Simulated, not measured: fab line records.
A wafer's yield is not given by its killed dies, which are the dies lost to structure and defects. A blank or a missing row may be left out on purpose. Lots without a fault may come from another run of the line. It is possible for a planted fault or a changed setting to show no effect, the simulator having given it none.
Struck lot and sound lot, side by side || flow sky130 || 16 out of 708 route steps
Sound: these wafers, L585.1, L585.3, L585.6. Struck: wafers L598.1, L598.4 (left out: L598.2, a lot-mate that was not struck); the cause follows at the end.
Per side, at each step with rows, come the tool, then ch with its chambers, and then its first start. Under that, the readings that differ: sound wafers || struck wafers || difference of the means || sigmas: that difference in standard deviations of wafers without a fault.
alike: a reading whose means differ by less than 2 such deviations, as well as words and numbers matching on both sides. not compared: withheld readings; readings where some wafer has no value; bounds like >300 that might hide an equal value; numbers whose values overlap and for which the record gives no deviation.
A row with sigmas, a row that says differs or no value, or rows on one side alone: a step with any of these is where the two part. Numbers that don't overlap but have no deviation are shown without sigmas and don't part them. A reading that every wafer of one side lacks parts them only if that side has two wafers or more.

first, 8 steps without rows for these wafers: SKY_METAL1_DEHYDRATE_07 (time 60 s); SKY_METAL1_HMDS_08 (prime time 60 s); SKY_METAL1_COAT_09 (resist thk 60 nm); SKY_METAL1_COAT_10 (resist thk 450 nm); SKY_METAL1_SOFTBAKE_11 (time 90 s); SKY_METAL1_EXPOSE_12 (exposes mask MM1, target cd 140 nm); SKY_METAL1_PEB_13; SKY_METAL1_DEVELOP_14 (develop time 60 s).
SKY_METAL1_CD_MEAS_15: the cd target is 140 nm.
  sound on cdSem-01, day 33 03:36; struck on cdSem-01, day 37 01:09
  alike: cdNm
SKY_METAL1_OVL_MEAS_16:
  sound on overlay-01, day 33 03:43; struck on overlay-01, day 37 01:16
  alike: METAL1_OVL
SKY_METAL1_DESCUM_17: chemistry O2, time 8 s.
  sound on rieMetal-02 ch 0,1, day 33 03:45; struck on rieMetal-03 ch 0, day 37 01:19
  alike: drypumpMotorCurrentA, oesProductAu
  not compared: rfHoursCounterH
SKY_METAL1_ETCH_18: etches BARC in N2/H2, stops on SiO2, time 45.9 s, target depth 60 nm.
  sound on rieMetal-02 ch 0,1, day 33 03:47; struck on rieMetal-03 ch 0, day 37 01:20
  alike: biasW, drypumpMotorCurrentA, oesProductAu, throttleValvePct
  not compared: rfHoursCounterH
SKY_METAL1_METAL_ETCH_19: etches the open film in Cl2/BCl3, stops on SiO2, target depth 360 nm, time 78 s.
  sound on rieMetal-02 ch 0,1, day 33 03:51; struck on rieMetal-03 ch 0, day 37 01:24
{"reading": "biasW (W)", "sound": "48.29 48.46 48.56", "struck": "54.59 54.56", "difference": "+6.14", "sigmas": "+41"}
{"reading": "model.KrF-thick_of_METAL1_COAT_10.thkNm (nm)", "sound": "159 157.6 161.2", "struck": "141 141", "difference": -18, "sigmas": ""}
  alike: drypumpMotorCurrentA, oesProductAu, throttleValvePct
  not compared: rfHoursCounterH
SKY_METAL1_STRIP_20: strips in O2/N2.
  sound on plasmaAsher-03 ch 0, day 33 03:56; struck on plasmaAsher-03 ch 0,1, day 37 01:29
{"reading": "stripTimeToEndpointS (s)", "sound": "2.70 2.68 2.74", "struck": "2.52 2.50", "difference": -0.20, "sigmas": -5}
  alike: drypumpMotorCurrentA, oesProductAu
  not compared: rfHoursCounterH
then, 2 steps without rows for these wafers: SKY_METAL1_STRIP_21 (strips in post etch residue remover, time 1200 s); SKY_PAD_OPEN_PROBE_99.

== WHERE THEY PART ==
At SKY_METAL1_METAL_ETCH_19 first; at SKY_METAL1_STRIP_20 last (within this record only).

WHY: what had been put in by the simulator
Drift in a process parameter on rieMetal-03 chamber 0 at SKY_METAL1_METAL_ETCH_19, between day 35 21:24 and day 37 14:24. Setting biasW, moved by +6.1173, from 48.5. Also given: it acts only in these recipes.
